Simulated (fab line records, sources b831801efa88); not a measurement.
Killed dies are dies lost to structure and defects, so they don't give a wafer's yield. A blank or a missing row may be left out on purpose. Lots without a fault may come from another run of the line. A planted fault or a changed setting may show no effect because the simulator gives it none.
fab line records | flow gf180mcu
record lots=5 wafers=15 last_day=32
route steps=602 shown V4@477 MIM@503
lots that met no fault: from a run of the same line without faults
start_h: hours from the record's first day to the start of the lot's first wafer shown | wait_h: hours since the lot's step before | " the same as in the row above | L1.1+2: a row that stands for several wafers | - no value, or no start given | * or withheld: withheld | < > ~ a bound
route shown NAME@n: a module of which the file shows steps, and the number in the route of the first | usual: mean/standard deviation of fault-free wafers | same: alike in all rows | chamber/n: place in a boat | sites: the reading at each site | _std_site: their standard deviation | _edge_site: outer sites' mean less inner sites' | radius_mm: how far each site lies from the wafer's centre | mask NAME#n: copy n | behind: the tool/chamber that last shaped the wafer | hold: why the lot was held/for how many hours/how that ended | device: the transistor (n, p or np) that didn't switch | end of line: the same wafers' tests at the end of the route | a step without rows: its recipe alone | killed: dies lost to structure and defects at the first sort, not the wafer's yield | map: a wafer's dies, x killed, . not, _ none there
set.NAME: the setting as run; set.NAME@STEP: as run at that earlier step | model.NAME: the simulator's own value behind a step, which no gauge read
lots at some steps of the route; a table a step, a row a wafer
services: from which hour (start_h, from the record's first day; less than 0 if before it) a tool's chamber was out of use, for how many hours, and why
## steps
# step GF_V4_THK_MEAS_01
# recipe reads=SiO2_of_V4_CVD_00
# usual V4_CVD_00_THK=599/5.4
# columns lot.wafer tool chamber start_h wait_h V4_CVD_00_THK[nm]
L080.2 film_metro-02 - 587.37 0.0 605
L080.4 " - " " 598
L080.5 " - " " 601
L081.1 film_metro-02 - 599.02 0.0 597
L081.2 " - " " 600
L081.4 " - " " 609
L083.2 film_metro-03 - 618.71 0.0 604
L083.4 " - " " 596
L083.6 " - " " 604
L086.1 film_metro-02 - 635.75 0.0 595
L086.3 " - " " 602
L086.6 " - " " 598
L090.2 film_metro-03 - 663.36 0.0 603
L090.4 " - " " 601
L090.5 " - " " 598
# step GF_V4_CVD_02
# recipe material=SiO2 target_thk_nm=850 precursor=TEOS temp_c=400 time_s=94.851 rf_w=600
# usual heater_power_outer_w=370/57 heater_power_w=626/100
# columns lot.wafer tool chamber start_h wait_h heater_power_outer_w heater_power_w
L080.2 pecvd-03 2 587.42 0.0 382 680
L080.4 " 0 " " 290 440
L080.5 " 1 " " 369 665
L081.1 pecvd-03 0 599.08 0.1 300 456
L081.2 " 1 " " 324 638
L081.4 " 2 " " 359 634
L083.2 pecvd-04 0 618.76 0.0 402 650
L083.4 " 1 " " 337 548
L083.6 " 0 " " 443 714
L086.1 pecvd-03 1 635.81 0.1 343 637
L086.3 " 0 " " 305 465
L086.6 " 0 " " 341 513
L090.2 pecvd-02 0 663.41 0.0 288 506
L090.4 " 1 " " 485 886
L090.5 " 2 " " 329 546
# step GF_V4_THK_MEAS_03
# recipe reads=SiO2_of_V4_CVD_02
# usual V4_CVD_02_THK=851/9.7
# columns lot.wafer tool chamber start_h wait_h V4_CVD_02_THK[nm]
L080.2 film_metro-01 - 587.50 0.0 836
L080.4 " - " " 861
L080.5 " - " " 844
L081.1 film_metro-03 - 599.19 0.1 875
L081.2 " - " " 844
L081.4 " - " " 862
L083.2 film_metro-02 - 618.84 0.0 857
L083.4 " - " " 861
L083.6 " - " " 870
L086.1 film_metro-01 - 635.88 0.0 838
L086.3 " - " " 838
L086.6 " - " " 857
L090.2 film_metro-02 - 663.49 0.0 838
L090.4 " - " " 850
L090.5 " - " " 853
# step GF_V4_CMP_04
# recipe material=SiO2 down_force_psi=4 platen_rpm=60 pad_velocity_m_s=0.94248
# usual motor_current_A=12.0/1.3 platen_rpm=60.00/0.045 time_to_endpoint_s=80/4.6
# columns lot.wafer tool chamber start_h wait_h motor_current_A platen_rpm time_to_endpoint_s
L080.2 cmp-02 2 587.65 0.1 13.2 59.95 74
L080.4 " 3 " " 15.3 60.02 83
L080.5 " 0 " " 10.7 59.92 78
L081.2 cmp-01 1 599.25 0.0 11.1 60.04 78
L081.1 " 2 " " 12.2 60.01 91
L081.4 " 3 " " 11.5 59.99 87
L083.2 cmp-02 0 618.89 0.0 9.6 60.02 81
L083.4 " 1 " " 11.9 60.02 79
L083.6 " 1 " " 12.0 59.95 83
L086.3 cmp-02 3 635.99 0.1 15.1 59.97 73
L086.1 " 0 " " 11.1 60.02 73
L086.6 " 3 " " 13.9 59.97 81
L090.4 cmp-01 1 663.54 0.0 10.9 60.04 78
L090.2 " 0 " " 10.8 60.07 77
L090.5 " 1 " " 11.6 60.05 80
# step GF_V4_BOW_MEAS_05
# recipe mode=bow
# usual V4_BOW=132/8.7
# columns lot.wafer tool chamber start_h wait_h V4_BOW[um]
L080.2 film_metro-02 - 587.87 0.2 130
L080.4 " - " " 122
L080.5 " - " " 142
L081.1 film_metro-02 - 599.55 0.2 135
L081.2 " - " " 125
L081.4 " - " " 138
L083.2 film_metro-02 - 619.21 0.3 125
L083.4 " - " " 130
L083.6 " - " " 129
L086.1 film_metro-02 - 636.24 0.1 148
L086.3 " - " " 145
L086.6 " - " " 140
L090.2 film_metro-03 - 663.86 0.1 141
L090.4 " - " " 133
L090.5 " - " " 122
# step GF_V4_DEHYDRATE_06
# recipe temp_c=200 time_s=60
# columns lot.wafer tool chamber start_h wait_h
L080.2+4+5 litho_track-04 0 597.71 9.8
L081.1+2+4 litho_track-03 0 609.54 10.0
L083.2+4+6 litho_track-03 0 628.31 9.1
L086.1+3+6 litho_track-04 0 645.14 8.9
L090.2+4+5 litho_track-03 0 672.56 8.7
# step GF_V4_HMDS_07
# recipe prime_time_s=60 prime_temp_c=120
# columns lot.wafer tool chamber start_h wait_h
L080.2+4+5 litho_track-04 0 597.86 0.1
L081.1+2+4 litho_track-03 0 609.69 0.1
L083.2+4+6 litho_track-03 0 628.46 0.1
L086.1+3+6 litho_track-04 0 645.29 0.1
L090.2+4+5 litho_track-03 0 672.71 0.1
# step GF_V4_COAT_08
# recipe resist=BARC temp_c=withheld time_s=withheld spin_rpm=withheld resist_thk_nm=withheld
# columns lot.wafer tool chamber start_h wait_h
L080.2+4+5 litho_track-04 0 598.01 0.1
L081.1+2+4 litho_track-03 0 609.84 0.1
L083.2+4+6 litho_track-03 0 628.61 0.1
L086.1+3+6 litho_track-04 0 645.44 0.1
L090.2+4+5 litho_track-03 0 672.86 0.1
# step GF_V4_COAT_09
# recipe resist=KrF spin_rpm=withheld resist_thk_nm=1000
# columns lot.wafer tool chamber start_h wait_h
L080.2+4+5 litho_track-04 0 - -
L081.1+2+4 litho_track-03 0 - -
L083.2+4+6 litho_track-03 0 - -
L086.1+3+6 litho_track-04 0 - -
L090.2+4+5 litho_track-03 0 - -
# step GF_V4_SOFTBAKE_10
# recipe temp_c=130 time_s=60 resist=KrF
# columns lot.wafer tool chamber start_h wait_h
L080.2+4+5 litho_track-04 0 - -
L081.1+2+4 litho_track-03 0 - -
L083.2+4+6 litho_track-03 0 - -
L086.1+3+6 litho_track-04 0 - -
L090.2+4+5 litho_track-03 0 - -
# step GF_V4_EXPOSE_11
# recipe mask_id=Via4 target_cd_nm=260 na=0.68 source_shape=conventional sigma_outer=0.6 dose_mj=38
# columns lot.wafer tool chamber start_h wait_h mask
L080.2+4+5 krf_scanner-01 0 - - Via4#0
L081.1+2+4 krf_scanner-01 0 - - Via4#0
L083.2+4+6 krf_scanner-02 0 - - Via4#0
L086.1+3+6 krf_scanner-02 0 - - Via4#0
L090.2+4+5 krf_scanner-01 0 - - Via4#0
# step GF_V4_PEB_12
# recipe peb_temp_c=135 peb_time_s=90 resist=KrF
# columns lot.wafer tool chamber start_h wait_h
L080.2+4+5 litho_track-03 0 - -
L081.1+2+4 litho_track-02 0 - -
L083.2+4+6 litho_track-03 0 - -
L086.1+3+6 litho_track-03 0 - -
L090.2+4+5 litho_track-03 0 - -
# step GF_V4_DEVELOP_13
# recipe develop_time_s=60 resist=KrF dev_temp_c=21
# columns lot.wafer tool chamber start_h wait_h
L080.2+4+5 litho_track-03 0 608.81 0.2
L081.1+2+4 litho_track-02 0 620.03 0.2
L083.2+4+6 litho_track-03 0 638.86 0.2
L086.1+3+6 litho_track-03 0 655.59 0.2
L090.2+4+5 litho_track-03 0 682.91 0.2
# step GF_V4_CD_MEAS_14
# recipe target_cd_nm=260
# usual cd_nm=260.0/1.1
# columns lot.wafer tool chamber start_h wait_h cd_nm
L080.2 cd_sem-01 - 608.96 0.1 260.0
L080.4 " - " " 261.3
L080.5 " - " " 262.0
L081.1 cd_sem-01 - 620.18 0.1 260.2
L081.2 " - " " 260.4
L081.4 " - " " 259.0
L083.2 cd_sem-02 - 639.01 0.1 257.6
L083.4 " - " " 258.2
L083.6 " - " " 258.5
L086.1 cd_sem-01 - 655.74 0.1 261.1
L086.3 " - " " 261.7
L086.6 " - " " 260.7
L090.2 cd_sem-02 - 683.06 0.1 258.8
L090.4 " - " " 258.5
L090.5 " - " " 258.9
# step GF_V4_OVL_MEAS_15
# usual V4_OVL=1/4.5
# columns lot.wafer tool chamber start_h wait_h V4_OVL[nm]
L080.2 overlay-01 - 609.06 0.1 -1
L080.4 " - " " 7
L080.5 " - " " 3
L081.1 overlay-01 - 620.30 0.1 -6
L081.2 " - " " -4
L081.4 " - " " -4
L083.2 overlay-01 - 639.11 0.1 8
L083.4 " - " " -1
L083.6 " - " " 1
L086.1 overlay-02 - 655.86 0.1 4
L086.3 " - " " 3
L086.6 " - " " -3
L090.2 overlay-01 - 683.16 0.1 -3
L090.4 " - " " -1
L090.5 " - " " 0
# step GF_V4_ETCH_16
# recipe chemistry=N2/H2 target_depth_a=withheld overetch_a=withheld time_s=withheld target=BARC ion_energy_ev=200 source_w=500 bias_w=100 pressure_mtorr=30 n2_flow_sccm=100 h2_flow_sccm=200
# usual bias_w=100.0/0.31 drypump_motor_current_A=5.6/0.36 oes_product_au=0.855/0.0041 throttle_valve_pct=13.226/0.0096
# columns lot.wafer tool chamber start_h wait_h bias_w drypump_motor_current_A oes_product_au throttle_valve_pct
L080.2 rie_diel-01 3 609.09 0.0 100.0 5.8 0.856 13.223
L080.4 " 2 " " 99.5 5.9 0.855 13.232
L080.5 " 1 " " 100.1 5.9 0.855 13.221
L081.1 rie_diel-02 3 620.34 0.0 99.2 5.3 0.858 13.216
L081.2 " 2 " " 100.1 6.1 0.866 13.232
L081.4 " 0 " " 100.0 5.6 0.857 13.219
L083.2 rie_diel-04 2 639.14 0.0 99.8 5.2 0.862 13.217
L083.4 " 3 " " 100.2 6.1 0.857 13.212
L083.6 " 2 " " 99.9 5.3 0.855 13.218
L086.1 rie_diel-01 0 655.89 0.0 100.1 5.5 0.861 13.230
L086.3 " 1 " " 100.8 5.9 0.847 13.233
L086.6 " 3 " " 100.0 5.8 0.856 13.215
L090.2 rie_diel-04 2 683.19 0.0 100.5 5.2 0.856 13.225
L090.4 " 3 " " 100.1 6.1 0.852 13.224
L090.5 " 2 " " 100.0 5.2 0.860 13.224
# step GF_V4_ETCH_17
# recipe chemistry=C4F8/O2/Ar mask_material=KrF target=SiO2 stop_on=TiN source_w=1500 bias_w=1200 pressure_mtorr=40 c4f8_flow_sccm=withheld O2_flow_sccm=6 Ar_flow_sccm=300 time_s=withheld target_depth_a=6300
# usual bias_w=1200/3.6 oes_product_au=0.855/0.0047
# columns lot.wafer tool chamber start_h wait_h bias_w oes_product_au
L080.2 rie_diel-01 3 - - 1196 0.859
L080.4 " 2 " " 1202 0.849
L080.5 " 1 " " 1203 0.855
L081.1 rie_diel-02 3 - - 1198 0.860
L081.2 " 2 " " 1197 0.856
L081.4 " 0 " " 1202 0.863
L083.2 rie_diel-04 2 - - 1200 0.851
L083.4 " 3 " " 1204 0.848
L083.6 " 2 " " 1196 0.850
L086.1 rie_diel-01 0 - - 1198 0.852
L086.3 " 1 " " 1196 0.859
L086.6 " 3 " " 1205 0.865
L090.2 rie_diel-04 2 - - 1199 0.854
L090.4 " 3 " " 1204 0.852
L090.5 " 2 " " 1201 0.858
# step GF_V4_STRIP_18
# recipe chemistry=O2/N2 power_w=1400 pressure_mtorr=1500 platen_temp_c=250 o2_flow_sccm=3000 n2_flow_sccm=300 overash_fraction=0.5
# usual drypump_motor_current_A=5.8/0.47 heater_power_w=318/54 oes_product_au=0.593/0.0049
# columns lot.wafer tool chamber start_h wait_h drypump_motor_current_A heater_power_w oes_product_au rf_hours_counter_h
L080.2 plasma_asher-02 0 609.22 - 5.4 386 0.594 16
L080.4 " 0 " " 5.4 384 0.592 -
L080.5 " 1 " " 5.9 270 0.589 -
L081.1 plasma_asher-03 1 620.47 - 6.5 361 0.584 103
L081.2 " 0 " " 6.2 250 0.589 103
L081.4 " 0 " " 6.2 247 0.593 -
L083.2 plasma_asher-02 0 639.27 - 5.4 392 0.589 19
L083.4 " 0 " " 5.4 386 0.605 -
L083.6 " 1 " " 5.9 270 0.596 -
L086.1 plasma_asher-02 0 656.02 - 5.3 396 0.586 21
L086.3 " 0 " " 5.4 383 0.593 -
L086.6 " 0 " " 5.3 388 0.596 -
L090.2 plasma_asher-03 0 683.32 - 6.3 250 0.592 109
L090.4 " 1 " " 6.5 361 0.590 -
L090.5 " 0 " " 6.3 247 0.603 -
# step GF_V4_STRIP_19
# recipe chemistry=post_etch_residue_remover time_s=1200 temp_c=72.5
# columns lot.wafer tool chamber start_h wait_h
L080.2+4+5 wet_bench-04 0 609.32 0.1
L081.1+2+4 wet_bench-01 3 620.57 0.1
L083.2+4+6 wet_bench-01 0 639.37 0.1
L086.1+3+6 wet_bench-01 0 656.12 0.1
L090.2+4+5 wet_bench-04 2 683.42 0.1
# step GF_V4_CLEAN_20
# recipe chemistry=DIW dry=n2_spin
# columns lot.wafer tool chamber start_h wait_h
L080.2+4+5 wet_bench-01 0 609.67 0.0
L081.1+2+4 wet_bench-04 1 620.91 0.0
L083.2+4+6 wet_bench-04 3 639.78 0.0
L086.1+3+6 wet_bench-02 2 656.46 0.0
L090.2+4+5 wet_bench-01 2 683.76 0.0
# step GF_V4_SPUTTER_21
# recipe material=Ti target_thk_nm=15 chamber_pressure_pa=5 power_w=2500 substrate_temp_c=200 time_s=80.02
# usual substrate_temp_c=199.99/0.15 throttle_valve_pct=30.4/0.73
# columns lot.wafer tool chamber start_h wait_h substrate_temp_c throttle_valve_pct
L080.2 pvd_sputter-02 - 609.76 0.0 200.23 29.9
L080.4 " - " " 200.25 30.6
L080.5 " - " " 199.89 30.6
L081.1 pvd_sputter-03 - 621.00 0.0 200.00 31.4
L081.2 " - " " 200.01 30.5
L081.4 " - " " 200.02 31.2
L083.2 pvd_sputter-03 - 639.87 0.0 199.89 30.8
L083.4 " - " " 200.09 29.2
L083.6 " - " " 199.79 31.5
L086.1 pvd_sputter-03 - 656.56 0.0 199.82 29.4
L086.3 " - " " 200.12 30.9
L086.6 " - " " 199.98 31.0
L090.2 pvd_sputter-02 - 683.86 0.0 200.02 30.3
L090.4 " - " " 199.91 30.7
L090.5 " - " " 199.94 30.9
# step GF_V4_SPUTTER_22
# recipe material=TiN target_thk_nm=10 chamber_pressure_pa=5 power_w=4000 time_s=40
# usual throttle_valve_pct=30.4/0.71
# columns lot.wafer tool chamber start_h wait_h throttle_valve_pct
L080.2 pvd_sputter-02 - 609.82 0.0 30.2
L080.4 " - " " 30.8
L080.5 " - " " 30.5
L081.1 pvd_sputter-03 - 621.06 0.0 32.0
L081.2 " - " " 30.8
L081.4 " - " " 30.8
L083.2 pvd_sputter-03 - 639.93 0.0 30.5
L083.4 " - " " 29.0
L083.6 " - " " 31.7
L086.1 pvd_sputter-03 - 656.62 0.0 29.3
L086.3 " - " " 30.9
L086.6 " - " " 31.0
L090.2 pvd_sputter-02 - 683.92 0.0 29.9
L090.4 " - " " 30.7
L090.5 " - " " 30.3
# step GF_V4_CVD_23
# recipe material=W target_thk_nm=350 time_s=104.9 temp_c=400 pressure_torr=40
# usual heater_power_outer_w=534/28 heater_power_w=898/73
# columns lot.wafer tool chamber start_h wait_h heater_power_outer_w heater_power_w
L080.2 cvd_w-01 1 609.86 0.0 542 842
L080.4 " 0 " " 472 838
L080.5 " 0 " " 481 856
L081.1 cvd_w-01 0 621.10 0.0 491 832
L081.2 " 1 " " 531 840
L081.4 " 1 " " 541 828
L083.2 cvd_w-02 0 639.97 0.0 547 997
L083.4 " 0 " " 556 992
L083.6 " 0 " " 574 1012
L086.1 cvd_w-02 1 656.66 0.0 532 888
L086.3 " 0 " " 554 1003
L086.6 " 0 " " 559 995
L090.2 cvd_w-02 0 683.96 0.0 561 1053
L090.4 " 0 " " 558 1007
L090.5 " 1 " " 543 881
# step GF_V4_RS_MEAS_24
# recipe thk_meas_gauge=four-point-probe reads=W_of_V4_CVD_23+TiN_of_V4_SPUTTER_22+Ti_of_V4_SPUTTER_21
# usual V4_W_RS=0.327/0.0031
# columns lot.wafer tool chamber start_h wait_h V4_W_RS[ohm/sq]
L080.2 film_metro-03 - 609.99 0.1 0.328
L080.4 " - " " 0.322
L080.5 " - " " 0.329
L081.1 film_metro-01 - 621.21 0.1 0.330
L081.2 " - " " 0.333
L081.4 " - " " 0.330
L083.2 film_metro-02 - 640.10 0.1 0.327
L083.4 " - " " 0.328
L083.6 " - " " 0.326
L086.1 film_metro-01 - 656.77 0.1 0.327
L086.3 " - " " 0.333
L086.6 " - " " 0.331
L090.2 film_metro-01 - 684.09 0.1 0.327
L090.4 " - " " 0.322
L090.5 " - " " 0.326
# step GF_V4_THK_MEAS_25
# recipe thk_meas_gauge=xrf reads=W_of_V4_CVD_23
# usual V4_W_THK=361/4.3
# columns lot.wafer tool chamber start_h wait_h V4_W_THK[nm]
L080.2 film_metro-03 - 610.10 0.1 361
L080.4 " - " " 367
L080.5 " - " " 359
L081.1 film_metro-01 - 621.33 0.1 351
L081.2 " - " " 350
L081.4 " - " " 351
L083.2 film_metro-02 - 640.21 0.1 362
L083.4 " - " " 362
L083.6 " - " " 361
L086.1 film_metro-01 - 656.89 0.1 361
L086.3 " - " " 355
L086.6 " - " " 359
L090.2 film_metro-01 - 684.20 0.1 360
L090.4 " - " " 362
L090.5 " - " " 360
# step GF_V4_CMP_26
# recipe stop_on=SiO2 down_force_psi=3.5 platen_rpm=60 t_overpolish_s=15 target_thk_nm=0 pad_velocity_m_s=0.94248
# usual motor_current_A=11.0/1.2 overpolish_run_s=15.000/0.0084 platen_rpm=59.99/0.041 time_to_endpoint_s=84/3.1
# columns lot.wafer tool chamber start_h wait_h motor_current_A overpolish_run_s platen_rpm time_to_endpoint_s
L080.2 cmp-01 3 610.20 0.1 10.3 14.996 60.02 83
L080.4 " 1 " " 11.1 14.995 59.97 83
L080.5 " 2 " " 11.5 14.999 59.95 78
L081.2 cmp-01 0 621.39 0.0 10.1 14.989 60.02 89
L081.4 " 1 " " 10.2 14.994 59.98 87
L081.1 " 3 " " 10.0 15.008 60.02 90
L083.4 cmp-02 1 640.26 0.0 11.4 15.004 60.05 79
L083.2 " 0 " " 9.7 15.006 59.97 82
L083.6 " 2 " " 11.7 15.003 59.94 78
L086.1 cmp-02 2 657.00 0.1 11.8 15.004 60.00 79
L086.3 " 0 " " 10.0 15.001 59.88 80
L086.6 " 1 " " 10.9 15.000 59.97 79
L090.4 cmp-01 1 684.25 0.0 9.9 14.997 60.03 87
L090.2 " 0 " " 10.1 15.002 60.03 83
L090.5 " 2 " " 11.1 15.007 60.04 82
# step GF_MIM_SPUTTER_00
# recipe material=Ti target_thk_nm=37.5 arriving_ion_energy_ev=80 substrate_temp_c=200 chamber_pressure_pa=2 power_w=4000 time_s=150
# usual substrate_temp_c=199.97/0.17 throttle_valve_pct=30.2/0.77
# columns lot.wafer tool chamber start_h wait_h substrate_temp_c throttle_valve_pct
L080.2 pvd_sputter-04 - 610.45 0.2 199.88 28.7
L080.4 " - " " 200.20 30.3
L080.5 " - " " 200.35 30.0
L081.1 pvd_sputter-04 - 621.69 0.1 199.72 30.2
L081.2 " - " " 200.23 28.9
L081.4 " - " " 200.21 30.3
L083.2 pvd_sputter-04 - 640.56 0.1 199.88 30.4
L083.4 " - " " 199.72 28.6
L083.6 " - " " 199.88 28.7
L086.1 pvd_sputter-01 - 657.25 0.2 200.25 30.0
L086.3 " - " " 199.78 29.8
L086.6 " - " " 200.03 30.0
L090.2 pvd_sputter-01 - 684.55 0.1 199.83 29.1
L090.4 " - " " 200.10 30.2
L090.5 " - " " 199.96 29.5
# step GF_MIM_SPUTTER_01
# recipe material=TiN target_thk_nm=30 power_w=6500 time_s=25 chamber_pressure_pa=0.4
# usual throttle_valve_pct=30.2/0.77
# columns lot.wafer tool chamber start_h wait_h throttle_valve_pct
L080.2 pvd_sputter-04 - 610.55 0.1 28.7
L080.4 " - " " 30.6
L080.5 " - " " 30.1
L081.1 pvd_sputter-04 - 621.79 0.1 30.2
L081.2 " - " " 28.8
L081.4 " - " " 30.3
L083.2 pvd_sputter-04 - 640.66 0.1 30.3
L083.4 " - " " 28.6
L083.6 " - " " 28.5
L086.1 pvd_sputter-01 - 657.35 0.1 30.3
L086.3 " - " " 29.7
L086.6 " - " " 30.3
L090.2 pvd_sputter-01 - 684.65 0.1 29.2
L090.4 " - " " 30.3
L090.5 " - " " 29.4
# step GF_MIM_SPUTTER_02
# recipe material=AlCu target_thk_nm=450 power_w=10600 time_s=23.9 chamber_pressure_pa=0.4
# usual throttle_valve_pct=30.2/0.79
# columns lot.wafer tool chamber start_h wait_h throttle_valve_pct
L080.2 pvd_sputter-04 - 610.58 0.0 28.5
L080.4 " - " " 30.3
L080.5 " - " " 30.0
L081.1 pvd_sputter-04 - 621.83 0.0 30.5
L081.2 " - " " 28.8
L081.4 " - " " 30.2
L083.2 pvd_sputter-04 - 640.69 0.0 30.5
L083.4 " - " " 28.5
L083.6 " - " " 28.9
L086.1 pvd_sputter-01 - 657.38 0.0 30.0
L086.3 " - " " 29.6
L086.6 " - " " 30.2
L090.2 pvd_sputter-01 - 684.68 0.0 29.4
L090.4 " - " " 30.0
L090.5 " - " " 29.2
# step GF_MIM_SPUTTER_03
# recipe material=Ti target_thk_nm=10 substrate_temp_c=300 chamber_pressure_pa=0.3 power_w=3000 time_s=6.7
# usual substrate_temp_c=300.02/0.18 throttle_valve_pct=30.2/0.8
# columns lot.wafer tool chamber start_h wait_h substrate_temp_c throttle_valve_pct
L080.2 pvd_sputter-04 - 610.61 0.0 300.11 28.4
L080.4 " - " " 299.97 30.3
L080.5 " - " " 300.07 30.1
L081.1 pvd_sputter-04 - 621.85 0.0 300.03 30.4
L081.2 " - " " 299.73 28.7
L081.4 " - " " 299.88 30.3
L083.2 pvd_sputter-04 - 640.72 0.0 300.12 30.0
L083.4 " - " " 299.99 28.5
L083.6 " - " " 300.15 28.5
L086.1 pvd_sputter-01 - 657.41 0.0 300.20 29.9
L086.3 " - " " 299.94 29.9
L086.6 " - " " 300.13 30.0
L090.2 pvd_sputter-01 - 684.71 0.0 300.31 29.2
L090.4 " - " " 299.78 30.1
L090.5 " - " " 300.08 29.3
# step GF_MIM_SPUTTER_04
# recipe material=TiN target_thk_nm=50 power_w=6500 time_s=41.7 chamber_pressure_pa=0.4
# usual throttle_valve_pct=30.2/0.8
# columns lot.wafer tool chamber start_h wait_h throttle_valve_pct
L080.2 pvd_sputter-04 - 610.63 0.0 28.5
L080.4 " - " " 30.3
L080.5 " - " " 30.0
L081.1 pvd_sputter-04 - 621.88 0.0 30.4
L081.2 " - " " 28.5
L081.4 " - " " 30.2
L083.2 pvd_sputter-04 - 640.75 0.0 30.4
L083.4 " - " " 28.5
L083.6 " - " " 28.6
L086.1 pvd_sputter-01 - 657.43 0.0 30.2
L086.3 " - " " 29.8
L086.6 " - " " 30.0
L090.2 pvd_sputter-01 - 684.73 0.0 28.9
L090.4 " - " " 30.2
L090.5 " - " " 29.4
# step GF_MIM_CVD_05
# recipe material=Si3N4 target_thk_nm=42 temp_max_c=400 temp_c=385 time_s=29.086 rf_w=450
# usual heater_power_outer_w=361/44 heater_power_w=618/84
# columns lot.wafer tool chamber start_h wait_h heater_power_outer_w heater_power_w
L080.2 pecvd-02 2 610.67 0.0 417 630
L080.4 " 1 " " 373 688
L080.5 " 0 " " 347 597
L081.1 pecvd-03 1 621.92 0.0 337 647
L081.2 " 2 " " 328 578
L081.4 " 2 " " 332 583
L083.2 pecvd-02 0 640.78 0.0 326 571
L083.4 " 1 " " 366 680
L083.6 " 0 " " 332 557
L086.1 pecvd-01 2 657.47 0.0 421 666
L086.3 " 1 " " 402 653
L086.6 " 0 " " 297 555
L090.2 pecvd-03 1 684.77 0.0 356 645
L090.4 " 1 " " 355 642
L090.5 " 2 " " 370 627
# step GF_MIM_THK_MEAS_06
# recipe reads=Si3N4_of_MIM_CVD_05
# usual MIM_CVD_05_THK=42.0/0.41
# columns lot.wafer tool chamber start_h wait_h MIM_CVD_05_THK[nm]
L080.2 film_metro-01 - 610.71 0.0 41.9
L080.4 " - " " 42.3
L080.5 " - " " 43.1
L081.1 film_metro-03 - 621.95 0.0 41.9
L081.2 " - " " 42.0
L081.4 " - " " 42.2
L083.2 film_metro-03 - 640.84 0.0 41.7
L083.4 " - " " 42.5
L083.6 " - " " 42.3
L086.1 film_metro-03 - 657.50 0.0 41.6
L086.3 " - " " 41.3
L086.6 " - " " 41.8
L090.2 film_metro-04 - 684.81 0.0 41.5
L090.4 " - " " 42.7
L090.5 " - " " 42.6
# step GF_MIM_SPUTTER_07
# recipe material=TiN target_thk_nm=60 power_w=6500 time_s=50 chamber_pressure_pa=0.4
# usual throttle_valve_pct=30.2/0.84
# columns lot.wafer tool chamber start_h wait_h throttle_valve_pct
L080.2 pvd_sputter-03 - 610.76 0.0 31.6
L080.4 " - " " 31.1
L080.5 " - " " 31.6
L081.1 pvd_sputter-03 - 622.01 0.1 30.5
L081.2 " - " " 31.6
L081.4 " - " " 31.1
L083.2 pvd_sputter-01 - 640.89 0.0 30.3
L083.4 " - " " 29.6
L083.6 " - " " 30.0
L086.1 pvd_sputter-04 - 657.56 0.1 30.2
L086.3 " - " " 28.8
L086.6 " - " " 30.2
L090.2 pvd_sputter-03 - 684.86 0.0 31.2
L090.4 " - " " 29.3
L090.5 " - " " 30.5
# step GF_MIM_SPUTTER_08
# recipe material=AlCu target_thk_nm=200 power_w=10600 time_s=10.6 chamber_pressure_pa=0.4
# usual throttle_valve_pct=30.2/0.82
# columns lot.wafer tool chamber start_h wait_h throttle_valve_pct
L080.2 pvd_sputter-03 - 610.81 0.0 31.9
L080.4 " - " " 31.1
L080.5 " - " " 31.7
L081.1 pvd_sputter-03 - 622.05 0.0 30.3
L081.2 " - " " 31.5
L081.4 " - " " 30.7
L083.2 pvd_sputter-01 - 640.94 0.0 30.2
L083.4 " - " " 29.6
L083.6 " - " " 30.0
L086.1 pvd_sputter-04 - 657.61 0.0 30.2
L086.3 " - " " 28.6
L086.6 " - " " 30.5
L090.2 pvd_sputter-03 - 684.91 0.0 31.1
L090.4 " - " " 29.1
L090.5 " - " " 30.8
# step GF_MIM_SPUTTER_09
# recipe material=TiN target_thk_nm=35 power_w=6500 time_s=29.2 chamber_pressure_pa=0.4
# usual throttle_valve_pct=30.2/0.83
# columns lot.wafer tool chamber start_h wait_h throttle_valve_pct
L080.2 pvd_sputter-03 - 610.83 0.0 31.6
L080.4 " - " " 31.1
L080.5 " - " " 31.5
L081.1 pvd_sputter-03 - 622.08 0.0 30.5
L081.2 " - " " 31.7
L081.4 " - " " 31.0
L083.2 pvd_sputter-01 - 640.96 0.0 30.1
L083.4 " - " " 29.8
L083.6 " - " " 29.9
L086.1 pvd_sputter-04 - 657.63 0.0 30.4
L086.3 " - " " 28.5
L086.6 " - " " 30.3
L090.2 pvd_sputter-03 - 684.93 0.0 31.1
L090.4 " - " " 29.3
L090.5 " - " " 30.7
# step GF_MIM_RS_MEAS_10
# recipe thk_meas_gauge=four-point-probe reads=TiN_of_MIM_SPUTTER_09+AlCu_of_MIM_SPUTTER_08+TiN_of_MIM_SPUTTER_07
# usual MIM_ALCU_RS=0.1601/0.0014
# columns lot.wafer tool chamber start_h wait_h MIM_ALCU_RS[ohm/sq]
L080.2 film_metro-01 - 610.88 0.0 0.1630
L080.4 " - " " 0.1621
L080.5 " - " " 0.1634
L081.1 film_metro-04 - 622.11 0.0 0.1594
L081.2 " - " " 0.1594
L081.4 " - " " 0.1586
L083.2 film_metro-01 - 641.01 0.0 0.1602
L083.4 " - " " 0.1591
L083.6 " - " " 0.1607
L086.1 film_metro-01 - 657.66 0.0 0.1624
L086.3 " - " " 0.1623
L086.6 " - " " 0.1626
L090.2 film_metro-01 - 684.98 0.0 0.1575
L090.4 " - " " 0.1587
L090.5 " - " " 0.1581
## services
# columns tool chamber start_h hours kind
cmp-01 - 565.78 4.6 repair
cmp-02 - 567.36 0.5 repair
rie_diel-04 3 568.47 13.8 repair
krf_scanner-01 - 570.27 1.0 pm
cmp-02 - 572.00 4.0 pm
rie_diel-04 1 573.56 9.2 repair
pecvd-03 - 574.91 1.4 repair
rie_diel-01 - 577.20 14.6 pm
plasma_asher-02 - 580.96 28.1 pm
pecvd-03 - 594.33 4.3 pm
pvd_sputter-04 - 612.29 5.0 repair
krf_scanner-01 - 622.95 1.3 pm
pecvd-03 0 624.65 3.9 repair
cvd_w-02 - 625.47 0.3 repair
pecvd-02 2 625.81 15.4 repair
rie_diel-04 1 628.52 20.8 repair
rie_diel-04 2 630.63 3.7 repair
cmp-02 - 630.74 3.7 pm
pvd_sputter-02 - 636.51 1.5 repair
wet_bench-04 - 664.56 4.4 pm
pecvd-03 - 665.70 0.2 repair
rie_diel-01 2 672.78 29.8 repair
rie_diel-04 1 676.63 9.2 repair
cmp-01 - 678.15 1.9 repair
## key
fault none
